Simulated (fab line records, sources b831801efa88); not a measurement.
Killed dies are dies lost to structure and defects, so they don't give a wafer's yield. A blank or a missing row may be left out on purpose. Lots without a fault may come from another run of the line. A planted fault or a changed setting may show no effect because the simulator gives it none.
fab line records | flow sky130
record lots=5 wafers=15 last_day=48
route steps=708 shown POLY_CUT@314 SD_P@320 RES_XHIGH@332 SD_N@342
lots that met no fault: from a run of the same line without faults
start_h: hours from the record's first day to the start of the lot's first wafer shown | wait_h: hours since the lot's step before | " the same as in the row above | L1.1+2: a row that stands for several wafers | - no value, or no start given | * or withheld: withheld | < > ~ a bound
route shown NAME@n: a module of which the file shows steps, and the number in the route of the first | usual: mean/standard deviation of fault-free wafers | same: alike in all rows | chamber/n: place in a boat | sites: the reading at each site | _std_site: their standard deviation | _edge_site: outer sites' mean less inner sites' | radius_mm: how far each site lies from the wafer's centre | mask NAME#n: copy n | behind: the tool/chamber that last shaped the wafer | hold: why the lot was held/for how many hours/how that ended | device: the transistor (n, p or np) that didn't switch | end of line: the same wafers' tests at the end of the route | a step without rows: its recipe alone | killed: dies lost to structure and defects at the first sort, not the wafer's yield | map: a wafer's dies, x killed, . not, _ none there
set.NAME: the setting as run; set.NAME@STEP: as run at that earlier step | model.NAME: the simulator's own value behind a step, which no gauge read
lots at some steps of the route; a table a step, a row a wafer
services: from which hour (start_h, from the record's first day; less than 0 if before it) a tool's chamber was out of use, for how many hours, and why
## steps
# step SKY_POLY_CUT_DEVELOP_07
# recipe develop_time_s=60 resist=KrF-thick dev_temp_c=21
# columns lot.wafer tool chamber start_h wait_h
L078.2+4+6 litho_track-04 0 - -
L085.3+5+6 litho_track-02 0 - -
L086.1+2+6 litho_track-01 0 - -
L087.4+5+6 litho_track-04 0 - -
L089.1+2+6 litho_track-04 0 - -
# step SKY_POLY_CUT_CD_MEAS_08
# recipe target_cd_nm=270
# usual cd_nm=269.9/1.6
# columns lot.wafer tool chamber start_h wait_h cd_nm
L078.2 cd_sem-02 - 600.10 - 270.7
L078.4 " - " " 270.9
L078.6 " - " " 269.8
L085.3 cd_sem-02 - 652.18 - 268.8
L085.5 " - " " 267.1
L085.6 " - " " 268.5
L086.1 cd_sem-02 - 660.48 - 267.0
L086.2 " - " " 267.3
L086.6 " - " " 265.8
L087.4 cd_sem-01 - 670.24 - 267.6
L087.5 " - " " 268.3
L087.6 " - " " 268.2
L089.1 cd_sem-02 - 684.38 - 271.4
L089.2 " - " " 270.5
L089.6 " - " " 269.1
# step SKY_POLY_CUT_OVL_MEAS_09
# usual POLY_CUT_OVL=-2/5
# columns lot.wafer tool chamber start_h wait_h POLY_CUT_OVL[nm]
L078.2 overlay-01 - 600.21 0.1 -2
L078.4 " - " " 0
L078.6 " - " " 8
L085.3 overlay-02 - 652.27 0.1 2
L085.5 " - " " 2
L085.6 " - " " -8
L086.1 overlay-02 - 660.60 0.1 -3
L086.2 " - " " 0
L086.6 " - " " -2
L087.4 overlay-02 - 670.32 0.1 6
L087.5 " - " " 5
L087.6 " - " " 5
L089.1 overlay-01 - 684.50 0.1 -2
L089.2 " - " " 4
L089.6 " - " " 0
# step SKY_POLY_CUT_ETCH_10
# recipe chemistry=N2/H2 target=BARC ion_energy_ev=200 source_w=500 bias_w=100 pressure_mtorr=30 n2_flow_sccm=100 h2_flow_sccm=200 stop_on=SiO2 time_s=45.9 target_depth_a=600
# usual drypump_motor_current_A=5.71/0.29 oes_product_au=0.850/0.0041 throttle_valve_pct=13.225/0.0092
# columns lot.wafer tool chamber start_h wait_h drypump_motor_current_A oes_product_au rf_hours_counter_h throttle_valve_pct
L078.2 rie_diel-04 1 600.24 0.0 5.70 0.858 12 13.221
L078.4 " 0 " " 5.66 0.841 0 13.237
L078.6 " 3 " " 5.43 0.848 - 13.222
L085.3 rie_diel-01 0 652.30 0.0 5.51 0.854 5 13.233
L085.5 " 2 " " 5.44 0.849 - 13.220
L085.6 " 1 " " 6.22 0.841 - 13.227
L086.1 rie_diel-02 3 660.64 0.0 5.29 0.852 5 13.204
L086.2 " 0 " " 6.23 0.852 3 13.227
L086.6 " 1 " " 5.93 0.853 - 13.214
L087.4 rie_diel-04 0 670.36 0.0 5.66 0.845 - 13.237
L087.5 " 1 " " 5.65 0.844 - 13.223
L087.6 " 3 " " 5.38 0.846 - 13.231
L089.1 rie_diel-02 3 684.54 0.0 5.29 0.855 6 13.233
L089.2 " 1 " " 5.91 0.854 14 13.230
L089.6 " 1 " " 5.95 0.850 - 13.235
# step SKY_POLY_CUT_ETCH_11
# recipe target=Si3N4 chemistry=CF4/CH2F2/Ar stop_on=poly-Si source_w=600 bias_w=150 pressure_mtorr=40 cf4_flow_sccm=40 ch2f2_flow_sccm=20 Ar_flow_sccm=150 time_s=42.5 target_depth_a=600
# usual drypump_motor_current_A=5.71/0.28 oes_product_au=0.829/0.0071 throttle_valve_pct=14.995/0.0094
# columns lot.wafer tool chamber start_h wait_h drypump_motor_current_A oes_product_au rf_hours_counter_h throttle_valve_pct
L078.2 rie_diel-04 1 600.28 0.0 5.69 0.840 12 15.009
L078.4 " 0 " " 5.66 0.830 0 14.997
L078.6 " 3 " " 5.42 0.841 - 14.994
L085.3 rie_diel-01 0 652.34 0.0 5.51 0.825 5 14.992
L085.5 " 2 " " 5.45 0.837 - 15.009
L085.6 " 1 " " 6.26 0.822 - 14.985
L086.1 rie_diel-02 3 660.68 0.0 5.28 0.826 5 14.997
L086.2 " 0 " " 6.22 0.833 3 15.013
L086.6 " 1 " " 5.91 0.832 - 15.008
L087.4 rie_diel-04 0 670.40 0.0 5.65 0.830 - 14.973
L087.5 " 1 " " 5.66 0.830 - 14.998
L087.6 " 3 " " 5.40 0.823 - 14.997
L089.1 rie_diel-02 3 684.58 0.0 5.29 0.833 6 14.982
L089.2 " 1 " " 5.94 0.827 14 14.986
L089.6 " 1 " " 5.93 0.842 - 15.007
# step SKY_POLY_CUT_STRIP_12
# recipe chemistry=O2/N2 power_w=1400 pressure_mtorr=1500 platen_temp_c=withheld o2_flow_sccm=3000 n2_flow_sccm=300 overash_fraction=0.5
# usual drypump_motor_current_A=6.0/0.44 oes_product_au=0.452/0.0046 strip_time_to_endpoint_s=5.352/0.018
# columns lot.wafer tool chamber start_h wait_h drypump_motor_current_A oes_product_au rf_hours_counter_h strip_time_to_endpoint_s
L078.2 plasma_asher-01 0 600.32 0.0 6.0 0.456 72 5.334
L078.4 " 0 " " 6.0 0.451 - 5.332
L078.6 " 1 " " 5.6 0.451 - 5.350
L085.3 plasma_asher-04 0 652.41 0.1 5.4 0.454 - 5.356
L085.5 " 0 " " 5.4 0.447 - 5.339
L085.6 " 1 " " 6.7 0.464 - 5.369
L086.1 plasma_asher-01 0 660.72 0.0 6.0 0.454 78 5.355
L086.2 " 1 " " 5.6 0.451 78 5.349
L086.6 " 1 " " 5.6 0.451 - 5.339
L087.4 plasma_asher-01 1 670.46 0.0 5.6 0.441 - 5.306
L087.5 " 0 " " 6.0 0.444 - 5.348
L087.6 " 1 " " 5.6 0.451 - 5.346
L089.1 plasma_asher-04 0 684.62 0.0 5.4 0.445 101 5.340
L089.2 " 1 " " 6.7 0.449 101 5.352
L089.6 " 1 " " 6.7 0.460 - 5.362
# step SKY_SD_P_DEHYDRATE_00
# recipe temp_c=200 time_s=60
# usual heater_power_total_W=160.39/0.13
# columns lot.wafer tool chamber start_h wait_h heater_power_total_W
L078.2 litho_track-04 0 613.81 13.5 160.56
L078.4 " 0 " " 160.25
L078.6 " 0 " " 160.45
L085.3 litho_track-01 0 666.03 13.6 160.30
L085.5 " 0 " " 160.39
L085.6 " 0 " " 160.53
L086.1 litho_track-03 0 673.73 13.0 160.40
L086.2 " 0 " " 160.24
L086.6 " 0 " " 160.45
L087.4 litho_track-03 0 684.30 13.8 160.46
L087.5 " 0 " " 160.61
L087.6 " 0 " " 160.56
L089.1 litho_track-01 0 698.13 13.5 160.46
L089.2 " 0 " " 160.58
L089.6 " 0 " " 160.38
# step SKY_SD_P_HMDS_01
# recipe prime_time_s=60 prime_temp_c=120
# usual prime_temp_c=120.00/0.15
# columns lot.wafer tool chamber start_h wait_h prime_temp_c
L078.2 litho_track-04 0 613.96 0.1 119.83
L078.4 " 0 " " 119.96
L078.6 " 0 " " 120.02
L085.3 litho_track-01 0 666.18 0.1 120.04
L085.5 " 0 " " 120.01
L085.6 " 0 " " 119.94
L086.1 litho_track-03 0 673.88 0.1 120.08
L086.2 " 0 " " 120.01
L086.6 " 0 " " 120.06
L087.4 litho_track-03 0 684.45 0.1 119.98
L087.5 " 0 " " 120.09
L087.6 " 0 " " 120.21
L089.1 litho_track-01 0 698.28 0.1 120.00
L089.2 " 0 " " 120.12
L089.6 " 0 " " 120.02
# step SKY_SD_P_COAT_02
# recipe resist=NOVOLAK spin_rpm=3000 resist_thk_nm=1140
# columns lot.wafer tool chamber start_h wait_h
L078.2+4+6 litho_track-04 0 614.11 0.1
L085.3+5+6 litho_track-01 0 666.33 0.1
L086.1+2+6 litho_track-03 0 674.03 0.1
L087.4+5+6 litho_track-03 0 684.60 0.1
L089.1+2+6 litho_track-01 0 698.43 0.1
# step SKY_SD_P_SOFTBAKE_03
# recipe temp_c=90 time_s=60 resist=NOVOLAK
# usual heater_power_total_W=56.60/0.04
# columns lot.wafer tool chamber start_h wait_h heater_power_total_W
L078.2 litho_track-04 0 614.26 0.1 56.59
L078.4 " 0 " " 56.57
L078.6 " 0 " " 56.55
L085.3 litho_track-01 0 666.48 0.1 56.67
L085.5 " 0 " " 56.58
L085.6 " 0 " " 56.62
L086.1 litho_track-03 0 674.18 0.1 56.62
L086.2 " 0 " " 56.60
L086.6 " 0 " " 56.51
L087.4 litho_track-03 0 684.75 0.1 56.58
L087.5 " 0 " " 56.63
L087.6 " 0 " " 56.59
L089.1 litho_track-01 0 698.58 0.1 56.58
L089.2 " 0 " " 56.59
L089.6 " 0 " " 56.59
# step SKY_SD_P_EXPOSE_04
# recipe mask_id=PSDM na=0.6 source_shape=conventional sigma_outer=0.6 polarization=unpolarized target_cd_nm=380 dose_mj=138
# usual exposure_dose_mJ_cm2=137.87/0.13
# same na=0.6
# columns lot.wafer tool chamber start_h wait_h mask exposure_dose_mJ_cm2
L078.2 iline_stepper-01 0 - - PSDM#0 137.87
L078.4 " 0 " " PSDM#0 138.00
L078.6 " 0 " " PSDM#0 138.10
L085.3 iline_stepper-02 0 - - PSDM#0 137.86
L085.5 " 0 " " PSDM#0 137.73
L085.6 " 0 " " PSDM#0 137.78
L086.1 iline_stepper-02 0 - - PSDM#0 137.93
L086.2 " 0 " " PSDM#0 137.81
L086.6 " 0 " " PSDM#0 137.85
L087.4 iline_stepper-02 0 - - PSDM#0 137.71
L087.5 " 0 " " PSDM#0 137.75
L087.6 " 0 " " PSDM#0 137.96
L089.1 iline_stepper-01 0 - - PSDM#0 137.57
L089.2 " 0 " " PSDM#0 137.71
L089.6 " 0 " " PSDM#0 137.85
# step SKY_SD_P_PEB_05
# recipe temp_c=withheld time_s=* resist=NOVOLAK
# columns lot.wafer tool chamber start_h wait_h
L078.2+4+6 litho_track-04 0 - -
L085.3+5+6 litho_track-03 0 - -
L086.1+2+6 litho_track-03 0 - -
L087.4+5+6 litho_track-04 0 - -
L089.1+2+6 litho_track-04 0 - -
# step SKY_SD_P_DEVELOP_06
# recipe resist=NOVOLAK developer=TMAH develop_time_s=60 dev_temp_c=23
# columns lot.wafer tool chamber start_h wait_h
L078.2+4+6 litho_track-04 0 629.26 0.1
L085.3+5+6 litho_track-03 0 680.58 0.1
L086.1+2+6 litho_track-03 0 687.73 0.1
L087.4+5+6 litho_track-04 0 698.41 0.1
L089.1+2+6 litho_track-04 0 711.88 0.1
# step SKY_SD_P_CD_MEAS_07
# recipe target_cd_nm=380
# usual cd_nm=380.4/2.7
# columns lot.wafer tool chamber start_h wait_h cd_nm
L078.2 cd_sem-02 - 629.40 0.1 379.2
L078.4 " - " " 378.8
L078.6 " - " " 377.1
L085.3 cd_sem-01 - 680.72 0.1 381.9
L085.5 " - " " 381.2
L085.6 " - " " 383.8
L086.1 cd_sem-02 - 687.88 0.1 375.4
L086.2 " - " " 375.0
L086.6 " - " " 377.7
L087.4 cd_sem-02 - 698.54 0.1 378.4
L087.5 " - " " 382.9
L087.6 " - " " 380.3
L089.1 cd_sem-01 - 712.03 0.1 383.2
L089.2 " - " " 381.8
L089.6 " - " " 381.1
# step SKY_SD_P_OVL_MEAS_08
# usual SD_P_OVL=-0.3/1.6
# columns lot.wafer tool chamber start_h wait_h SD_P_OVL[nm]
L078.2 overlay-01 - 629.51 0.1 2.1
L078.4 " - " " 2.3
L078.6 " - " " 0.6
L085.3 overlay-02 - 680.81 0.1 -2.2
L085.5 " - " " -0.8
L085.6 " - " " -2.6
L086.1 overlay-01 - 688.00 0.1 0.8
L086.2 " - " " -1.1
L086.6 " - " " 0.4
L087.4 overlay-01 - 698.62 0.1 3.0
L087.5 " - " " 1.2
L087.6 " - " " 1.6
L089.1 overlay-02 - 712.15 0.1 2.3
L089.2 " - " " 2.0
L089.6 " - " " 2.9
# step SKY_SD_P_IMPLANT_09
# recipe species=BF2 energy_kev=20 dose_cm2=3e+15 tilt_deg=0
# usual end_station_pressure_torr=1.43e-05/7.3e-07
# same implant_ion_amu=49
# columns lot.wafer tool chamber start_h wait_h end_station_pressure_torr
L078.2 implanter-01 0 629.56 0.0 1.48e-05
L078.4 " 0 " " 1.47e-05
L078.6 " 0 " " 1.39e-05
L085.3 implanter-04 0 680.88 0.1 1.49e-05
L085.5 " 0 " " 1.4e-05
L085.6 " 0 " " 1.36e-05
L086.1 implanter-04 0 688.03 0.0 1.41e-05
L086.2 " 0 " " 1.26e-05
L086.6 " 0 " " 1.43e-05
L087.4 implanter-04 0 698.71 0.1 1.35e-05
L087.5 " 0 " " 1.49e-05
L087.6 " 0 " " 1.4e-05
L089.1 implanter-02 0 712.19 0.0 1.49e-05
L089.2 " 0 " " 1.42e-05
L089.6 " 0 " " 1.5e-05
# step SKY_SD_P_STRIP_10
# recipe chemistry=O2/N2 power_w=1400 pressure_mtorr=1500 platen_temp_c=withheld o2_flow_sccm=3000 n2_flow_sccm=300 overash_fraction=0.5
# usual drypump_motor_current_A=6.0/0.36 oes_product_au=0.617/0.0046 strip_time_to_endpoint_s=17.50/0.035
# columns lot.wafer tool chamber start_h wait_h drypump_motor_current_A oes_product_au rf_hours_counter_h strip_time_to_endpoint_s
L078.2 plasma_asher-02 0 629.69 0.1 5.5 0.627 50 17.45
L078.4 " 1 " " 6.0 0.615 - 17.44
L078.6 " 1 " " 6.0 0.617 - 17.48
L085.3 plasma_asher-02 1 681.02 0.1 5.9 0.618 - 17.50
L085.5 " 0 " " 5.5 0.620 - 17.48
L085.6 " 1 " " 5.9 0.620 - 17.51
L086.1 plasma_asher-03 1 688.18 0.1 6.4 0.617 26 17.61
L086.2 " 0 " " 6.4 0.621 26 17.55
L086.6 " 0 " " 6.4 0.624 - 17.58
L087.4 plasma_asher-01 0 698.82 0.1 6.0 0.621 - 17.50
L087.5 " 1 " " 5.6 0.622 - 17.49
L087.6 " 0 " " 6.0 0.617 - 17.50
L089.1 plasma_asher-02 0 712.34 0.1 5.5 0.619 58 17.50
L089.2 " 1 " " 6.0 0.622 58 17.58
L089.6 " 0 " " 5.5 0.622 - 17.47
# step SKY_SD_P_TW_MEAS_11
# usual SD_P_TW=2812/15
# columns lot.wafer tool chamber start_h wait_h SD_P_TW
L078.2 film_metro-02 - 629.80 0.1 2819
L078.4 " - " " 2819
L078.6 " - " " 2806
L085.3 film_metro-02 - 681.10 0.1 2785
L085.5 " - " " 2794
L085.6 " - " " 2810
L086.1 film_metro-02 - 688.28 0.1 2799
L086.2 " - " " 2792
L086.6 " - " " 2798
L087.4 film_metro-02 - 698.92 0.1 2789
L087.5 " - " " 2800
L087.6 " - " " 2794
L089.1 film_metro-01 - 712.44 0.1 2818
L089.2 " - " " 2837
L089.6 " - " " 2830
# step SKY_RES_XHIGH_DEHYDRATE_00
# recipe temp_c=200 time_s=60
# usual heater_power_total_W=160.38/0.13
# columns lot.wafer tool chamber start_h wait_h heater_power_total_W
L078.2 litho_track-04 0 643.21 13.4 160.35
L078.4 " 0 " " 160.54
L078.6 " 0 " " 160.32
L085.3 litho_track-04 0 694.28 13.2 160.58
L085.5 " 0 " " 160.58
L085.6 " 0 " " 160.37
L086.1 litho_track-03 0 701.18 12.9 160.24
L086.2 " 0 " " 160.19
L086.6 " 0 " " 160.40
L087.4 litho_track-04 0 712.11 13.2 160.38
L087.5 " 0 " " 160.23
L087.6 " 0 " " 160.45
L089.1 litho_track-04 0 725.33 12.9 160.24
L089.2 " 0 " " 160.19
L089.6 " 0 " " 160.30
# step SKY_RES_XHIGH_HMDS_01
# recipe prime_time_s=60 prime_temp_c=120
# usual prime_temp_c=119.98/0.13
# columns lot.wafer tool chamber start_h wait_h prime_temp_c
L078.2 litho_track-04 0 643.36 0.1 120.11
L078.4 " 0 " " 119.98
L078.6 " 0 " " 120.02
L085.3 litho_track-04 0 694.43 0.1 119.99
L085.5 " 0 " " 120.18
L085.6 " 0 " " 119.95
L086.1 litho_track-03 0 701.33 0.1 119.82
L086.2 " 0 " " 119.86
L086.6 " 0 " " 119.99
L087.4 litho_track-04 0 712.26 0.1 119.95
L087.5 " 0 " " 119.78
L087.6 " 0 " " 119.83
L089.1 litho_track-04 0 725.48 0.1 119.95
L089.2 " 0 " " 119.87
L089.6 " 0 " " 119.93
# step SKY_RES_XHIGH_COAT_02
# recipe resist=NOVOLAK spin_rpm=3000 resist_thk_nm=1140
# columns lot.wafer tool chamber start_h wait_h
L078.2+4+6 litho_track-04 0 643.51 0.1
L085.3+5+6 litho_track-04 0 694.58 0.1
L086.1+2+6 litho_track-03 0 701.48 0.1
L087.4+5+6 litho_track-04 0 712.41 0.1
L089.1+2+6 litho_track-04 0 725.63 0.1
# step SKY_RES_XHIGH_SOFTBAKE_03
# recipe temp_c=90 time_s=60 resist=NOVOLAK
# usual heater_power_total_W=56.60/0.043
# columns lot.wafer tool chamber start_h wait_h heater_power_total_W
L078.2 litho_track-04 0 643.66 0.1 56.52
L078.4 " 0 " " 56.54
L078.6 " 0 " " 56.61
L085.3 litho_track-04 0 694.73 0.1 56.58
L085.5 " 0 " " 56.55
L085.6 " 0 " " 56.60
L086.1 litho_track-03 0 701.63 0.1 56.60
L086.2 " 0 " " 56.60
L086.6 " 0 " " 56.62
L087.4 litho_track-04 0 712.56 0.1 56.61
L087.5 " 0 " " 56.65
L087.6 " 0 " " 56.69
L089.1 litho_track-04 0 725.78 0.1 56.63
L089.2 " 0 " " 56.60
L089.6 " 0 " " 56.53
# step SKY_RES_XHIGH_EXPOSE_04
# recipe mask_id=URPM na=0.6 source_shape=conventional sigma_outer=0.6 polarization=unpolarized target_cd_nm=1270 dose_mj=140
# usual exposure_dose_mJ_cm2=140.01/0.14
# same na=0.6
# columns lot.wafer tool chamber start_h wait_h mask exposure_dose_mJ_cm2
L078.2 iline_stepper-02 0 - - URPM#0 140.21
L078.4 " 0 " " URPM#0 140.19
L078.6 " 0 " " URPM#0 140.13
L085.3 iline_stepper-01 0 - - URPM#0 140.08
L085.5 " 0 " " URPM#0 139.98
L085.6 " 0 " " URPM#0 140.03
L086.1 iline_stepper-01 0 - - URPM#0 140.10
L086.2 " 0 " " URPM#0 140.15
L086.6 " 0 " " URPM#0 139.91
L087.4 iline_stepper-02 0 - - URPM#0 140.18
L087.5 " 0 " " URPM#0 140.04
L087.6 " 0 " " URPM#0 140.04
L089.1 iline_stepper-01 0 - - URPM#0 140.26
L089.2 " 0 " " URPM#0 140.33
L089.6 " 0 " " URPM#0 140.19
# step SKY_RES_XHIGH_PEB_05
# recipe temp_c=withheld time_s=* resist=NOVOLAK
# columns lot.wafer tool chamber start_h wait_h
L078.2+4+6 litho_track-04 0 - -
L085.3+5+6 litho_track-04 0 - -
L086.1+2+6 litho_track-04 0 - -
L087.4+5+6 litho_track-02 0 - -
L089.1+2+6 litho_track-04 0 - -
# step SKY_RES_XHIGH_DEVELOP_06
# recipe resist=NOVOLAK developer=TMAH develop_time_s=60 dev_temp_c=23
# columns lot.wafer tool chamber start_h wait_h
L078.2+4+6 litho_track-04 0 657.91 0.1
L085.3+5+6 litho_track-04 0 708.68 0.1
L086.1+2+6 litho_track-04 0 715.48 0.1
L087.4+5+6 litho_track-02 0 726.42 0.1
L089.1+2+6 litho_track-04 0 739.08 0.1
# step SKY_RES_XHIGH_IMPLANT_07
# recipe species=BF2 energy_kev=19.68 dose_cm2=3.6e+14 tilt_deg=0
# usual end_station_pressure_torr=5.2e-06/2.8e-07
# same implant_ion_amu=49
# columns lot.wafer tool chamber start_h wait_h end_station_pressure_torr
L078.2 implanter-02 0 658.06 0.1 5.69e-06
L078.4 " 0 " " 4.82e-06
L078.6 " 0 " " 5.86e-06
L085.3 implanter-03 0 708.83 0.1 5.1e-06
L085.5 " 0 " " 4.97e-06
L085.6 " 0 " " 5.14e-06
L086.1 implanter-02 0 715.63 0.1 5.69e-06
L086.2 " 0 " " 4.86e-06
L086.6 " 0 " " 5.44e-06
L087.4 implanter-03 0 726.57 0.1 5.29e-06
L087.5 " 0 " " 4.77e-06
L087.6 " 0 " " 5.26e-06
L089.1 implanter-03 0 739.23 0.1 5.21e-06
L089.2 " 0 " " 4.92e-06
L089.6 " 0 " " 4.76e-06
# step SKY_RES_XHIGH_STRIP_08
# recipe chemistry=O2/N2 power_w=1400 pressure_mtorr=1500 platen_temp_c=withheld o2_flow_sccm=3000 n2_flow_sccm=300 overash_fraction=0.5
# usual drypump_motor_current_A=6.1/0.48 oes_product_au=0.711/0.0042 strip_time_to_endpoint_s=14.27/0.034
# columns lot.wafer tool chamber start_h wait_h drypump_motor_current_A oes_product_au rf_hours_counter_h strip_time_to_endpoint_s
L078.2 plasma_asher-03 0 658.18 0.1 6.4 0.712 23 14.24
L078.4 " 0 " " 6.4 0.714 - 14.24
L078.6 " 1 " " 6.4 0.709 - 14.21
L085.3 plasma_asher-03 0 708.97 0.1 6.4 0.709 - 14.25
L085.5 " 1 " " 6.4 0.706 - 14.22
L085.6 " 0 " " 6.4 0.708 - 14.24
L086.1 plasma_asher-02 0 715.78 0.1 5.5 0.716 58 14.28
L086.2 " 1 " " 6.0 0.712 58 14.25
L086.6 " 0 " " 5.5 0.704 - 14.26
L087.4 plasma_asher-03 1 726.68 0.1 6.4 0.711 - 14.24
L087.5 " 0 " " 6.4 0.713 - 14.31
L087.6 " 1 " " 6.4 0.715 - 14.29
L089.1 plasma_asher-03 0 739.38 0.1 6.4 0.704 32 14.30
L089.2 " 1 " " 6.4 0.705 32 14.31
L089.6 " 0 " " 6.4 0.713 - 14.32
# step SKY_RES_XHIGH_TW_MEAS_09
# usual RES_XHIGH_TW=1626/8
# columns lot.wafer tool chamber start_h wait_h RES_XHIGH_TW
L078.2 film_metro-04 - 658.29 0.1 1637
L078.4 " - " " 1635
L078.6 " - " " 1633
L085.3 film_metro-01 - 709.05 0.1 1624
L085.5 " - " " 1629
L085.6 " - " " 1627
L086.1 film_metro-02 - 715.88 0.1 1623
L086.2 " - " " 1616
L086.6 " - " " 1619
L087.4 film_metro-01 - 726.77 0.1 1630
L087.5 " - " " 1627
L087.6 " - " " 1633
L089.1 film_metro-04 - 739.48 0.1 1627
L089.2 " - " " 1629
L089.6 " - " " 1623
# step SKY_SD_N_DEHYDRATE_00
# recipe temp_c=200 time_s=60
# usual heater_power_total_W=160.36/0.13
# columns lot.wafer tool chamber start_h wait_h heater_power_total_W
L078.2 litho_track-02 0 672.02 13.7 160.20
L078.4 " 0 " " 160.17
L078.6 " 0 " " 160.26
L085.3 litho_track-02 0 722.44 13.4 160.34
L085.5 " 0 " " 160.46
L085.6 " 0 " " 160.56
L086.1 litho_track-02 0 728.04 12.1 160.22
L086.2 " 0 " " 160.26
L086.6 " 0 " " 160.26
L087.4 litho_track-01 0 739.56 12.8 160.41
L087.5 " 0 " " 160.20
L087.6 " 0 " " 160.37
L089.1 litho_track-01 0 752.48 13.0 160.31
L089.2 " 0 " " 160.47
L089.6 " 0 " " 160.55
# step SKY_SD_N_HMDS_01
# recipe prime_time_s=60 prime_temp_c=120
# usual prime_temp_c=120.00/0.13
# columns lot.wafer tool chamber start_h wait_h prime_temp_c
L078.2 litho_track-02 0 672.17 0.1 120.15
L078.4 " 0 " " 120.03
L078.6 " 0 " " 119.87
L085.3 litho_track-02 0 722.59 0.1 119.97
L085.5 " 0 " " 120.00
L085.6 " 0 " " 120.10
L086.1 litho_track-02 0 728.19 0.1 119.78
L086.2 " 0 " " 119.93
L086.6 " 0 " " 119.97
L087.4 litho_track-01 0 739.71 0.1 119.99
L087.5 " 0 " " 120.08
L087.6 " 0 " " 120.22
L089.1 litho_track-01 0 752.63 0.1 120.20
L089.2 " 0 " " 120.27
L089.6 " 0 " " 120.32
# step SKY_SD_N_COAT_02
# recipe resist=NOVOLAK spin_rpm=3000 resist_thk_nm=1140
# columns lot.wafer tool chamber start_h wait_h
L078.2+4+6 litho_track-02 0 672.32 0.1
L085.3+5+6 litho_track-02 0 722.74 0.1
L086.1+2+6 litho_track-02 0 728.34 0.1
L087.4+5+6 litho_track-01 0 739.86 0.1
L089.1+2+6 litho_track-01 0 752.78 0.1
# step SKY_SD_N_SOFTBAKE_03
# recipe temp_c=90 time_s=60 resist=NOVOLAK
# usual heater_power_total_W=56.60/0.048
# columns lot.wafer tool chamber start_h wait_h heater_power_total_W
L078.2 litho_track-02 0 672.47 0.1 56.64
L078.4 " 0 " " 56.61
L078.6 " 0 " " 56.57
L085.3 litho_track-02 0 722.89 0.1 56.71
L085.5 " 0 " " 56.53
L085.6 " 0 " " 56.64
L086.1 litho_track-02 0 728.49 0.1 56.49
L086.2 " 0 " " 56.51
L086.6 " 0 " " 56.61
L087.4 litho_track-01 0 740.01 0.1 56.58
L087.5 " 0 " " 56.59
L087.6 " 0 " " 56.72
L089.1 litho_track-01 0 752.93 0.1 56.59
L089.2 " 0 " " 56.56
L089.6 " 0 " " 56.59
# step SKY_SD_N_EXPOSE_04
# recipe mask_id=NSDM na=0.6 source_shape=conventional sigma_outer=0.6 polarization=unpolarized target_cd_nm=380 dose_mj=141
# usual exposure_dose_mJ_cm2=140.84/0.13
# same na=0.6
# columns lot.wafer tool chamber start_h wait_h mask exposure_dose_mJ_cm2
L078.2 iline_stepper-01 0 - - NSDM#0 140.87
L078.4 " 0 " " NSDM#0 140.72
L078.6 " 0 " " NSDM#0 140.70
L085.3 iline_stepper-02 0 - - NSDM#0 140.87
L085.5 " 0 " " NSDM#0 141.01
L085.6 " 0 " " NSDM#0 140.71
L086.1 iline_stepper-01 0 - - NSDM#0 140.72
L086.2 " 0 " " NSDM#0 140.78
L086.6 " 0 " " NSDM#0 140.53
L087.4 iline_stepper-02 0 - - NSDM#0 141.12
L087.5 " 0 " " NSDM#0 140.90
L087.6 " 0 " " NSDM#0 141.09
L089.1 iline_stepper-01 0 - - NSDM#0 140.98
L089.2 " 0 " " NSDM#0 140.87
L089.6 " 0 " " NSDM#0 140.75
# step SKY_SD_N_PEB_05
# recipe temp_c=withheld time_s=* resist=NOVOLAK
# columns lot.wafer tool chamber start_h wait_h
L078.2+4+6 litho_track-03 0 - -
L085.3+5+6 litho_track-02 0 - -
L086.1+2+6 litho_track-01 0 - -
L087.4+5+6 litho_track-02 0 - -
L089.1+2+6 litho_track-03 0 - -
# step SKY_SD_N_DEVELOP_06
# recipe resist=NOVOLAK developer=TMAH develop_time_s=60 dev_temp_c=23
# columns lot.wafer tool chamber start_h wait_h
L078.2+4+6 litho_track-03 0 686.25 0.1
L085.3+5+6 litho_track-02 0 736.09 0.1
L086.1+2+6 litho_track-01 0 741.78 0.1
L087.4+5+6 litho_track-02 0 753.52 0.1
L089.1+2+6 litho_track-03 0 766.58 0.1
# step SKY_SD_N_CD_MEAS_07
# recipe target_cd_nm=380
# usual cd_nm=380.0/2.6
# columns lot.wafer tool chamber start_h wait_h cd_nm
L078.2 cd_sem-01 - 686.40 0.1 375.1
L078.4 " - " " 380.5
L078.6 " - " " 381.9
L085.3 cd_sem-01 - 736.23 0.1 376.0
L085.5 " - " " 377.6
L085.6 " - " " 377.2
L086.1 cd_sem-01 - 741.93 0.1 379.5
L086.2 " - " " 380.6
L086.6 " - " " 380.7
L087.4 cd_sem-02 - 753.65 0.1 379.7
L087.5 " - " " 380.1
L087.6 " - " " 378.5
L089.1 cd_sem-01 - 766.73 0.1 385.9
L089.2 " - " " 383.0
L089.6 " - " " 383.3
# step SKY_SD_N_OVL_MEAS_08
# usual SD_N_OVL=-1.1/1.4
# columns lot.wafer tool chamber start_h wait_h SD_N_OVL[nm]
L078.2 overlay-01 - 686.50 0.1 -2.0
L078.4 " - " " -1.6
L078.6 " - " " -1.2
L085.3 overlay-02 - 736.33 0.1 0.4
L085.5 " - " " -2.0
L085.6 " - " " -1.4
L086.1 overlay-01 - 742.05 0.1 -1.2
L086.2 " - " " -1.3
L086.6 " - " " -0.3
L087.4 overlay-01 - 753.73 0.1 -1.1
L087.5 " - " " -0.1
L087.6 " - " " -0.2
L089.1 overlay-01 - 766.85 0.1 0.3
L089.2 " - " " 0.4
L089.6 " - " " -0.5
## services
# columns tool chamber start_h hours kind
plasma_asher-02 - 587.86 15.6 pm
rie_diel-02 3 591.13 3.0 repair
iline_stepper-01 - 604.85 1.7 pm
rie_diel-02 - 610.25 2.8 pm
implanter-01 - 618.34 5.1 repair
rie_diel-01 1 629.39 4.0 repair
rie_diel-04 2 643.23 10.0 repair
implanter-01 - 652.65 2.7 repair
implanter-04 - 653.20 4.2 pm
iline_stepper-02 - 657.23 8.9 pm
plasma_asher-02 - 658.97 1.3 repair
implanter-02 - 662.43 3.1 pm
implanter-01 - 665.91 3.7 repair
implanter-04 - 671.74 6.7 repair
plasma_asher-04 - 689.17 3.7 repair
iline_stepper-02 - 696.33 1.7 pm
plasma_asher-02 - 703.63 6.9 repair
implanter-02 - 720.60 3.4 repair
plasma_asher-04 - 720.81 1.5 repair
rie_diel-04 2 726.32 8.0 repair
plasma_asher-04 - 733.75 9.0 pm
iline_stepper-01 - 737.38 1.7 repair
rie_diel-02 3 747.77 3.9 repair
implanter-02 - 748.84 0.7 repair
## key
fault none
